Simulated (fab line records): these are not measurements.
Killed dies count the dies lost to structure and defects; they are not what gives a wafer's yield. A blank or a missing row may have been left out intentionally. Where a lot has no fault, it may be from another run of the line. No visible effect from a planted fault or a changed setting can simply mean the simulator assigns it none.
A lot that was struck, set against a sound lot / flow sky130 / 16 out of 708 route steps
Sound: wafers L942.1, L942.3, L942.4. The struck wafers were L956.1, L956.5, L956.6. The cause comes at the end.
Per side, at each step with rows, come the tool, then ch with its chambers, and then its first start. Under that, the readings that differ: sound wafers / struck wafers / difference of the means / sigmas: that difference in standard deviations of wafers without a fault.
alike: same words and numbers on both sides, and readings whose means sit less than 2 such deviations apart. not compared: any withheld reading, any reading some wafer has no value for, any bound like >300 that may hide the same value, and any number with overlapping values for which the record gives no deviation.
Wherever a step has rows on one side only, a row that says differs or no value, or a row with sigmas, the two part there. When numbers do not overlap yet have no deviation, they are printed without sigmas and do not part them. A reading that every wafer of one side lacks parts them only if that side has two wafers or more.

first, 4 steps without rows for these wafers: SKY_RES_XHIGH_EXPOSE_04 (exposes mask URPM, target cd 1270 nm); SKY_RES_XHIGH_PEB_05; SKY_RES_XHIGH_DEVELOP_06 (develop time 58.99 s); SKY_RES_XHIGH_IMPLANT_07.
SKY_RES_XHIGH_STRIP_08: strips in O2/N2.
  sound on plasma_asher-01 ch 0,1, day 29 15:37; struck on plasma_asher-01 ch 0,1, day 33 21:28
  alike: drypump_motor_current_A, oes_product_au, strip_time_to_endpoint_s
  not compared: rf_hours_counter_h
SKY_RES_XHIGH_TW_MEAS_09:
  sound: film_metro-03 at day 29 15:43; struck: film_metro-02 at day 33 21:34
  alike: RES_XHIGH_TW
then, 6 steps without rows for these wafers: SKY_SD_N_DEHYDRATE_00 (time 60 s); SKY_SD_N_HMDS_01 (prime time 60 s); SKY_SD_N_COAT_02 (resist thk 1140 nm); SKY_SD_N_SOFTBAKE_03 (time 60 s); SKY_SD_N_EXPOSE_04 (exposes mask NSDM, target cd 380 nm); SKY_SD_N_PEB_05.
SKY_SD_N_DEVELOP_06: develop time 60 s.
  sound on litho_track-03 ch 0, day 30 19:10; struck on litho_track-02 ch 0, day 34 22:54
SKY_SD_N_CD_MEAS_07 targets a cd of 380 nm.
  sound: cd_sem-01 at day 30 19:19; struck: cd_sem-01 at day 34 23:03
reading=cd_nm (nm); sound=376.1 376.7 377.6; struck=392.7 391.1 393.3; difference=+15.6; sigmas=+6
SKY_SD_N_OVL_MEAS_08:
  sound: overlay-01 at day 30 19:26; struck: overlay-02 at day 34 23:10
  alike: SD_N_OVL
-- a jump in the record: the struck wafers' starts before and after are 16 days apart (it breaks off in module SD_N and resumes in module PAD_OPEN, where the first step shown is number 708 of the route) --
SKY_PAD_OPEN_PROBE_99:
  rows exist in the record for the struck wafers here (prober-01, day 50 15:20), but not for the sound ones

WHERE THEY PART
At SKY_SD_N_CD_MEAS_07 first; at SKY_PAD_OPEN_PROBE_99 last (within this record only).

WHY: whatever the simulator had introduced
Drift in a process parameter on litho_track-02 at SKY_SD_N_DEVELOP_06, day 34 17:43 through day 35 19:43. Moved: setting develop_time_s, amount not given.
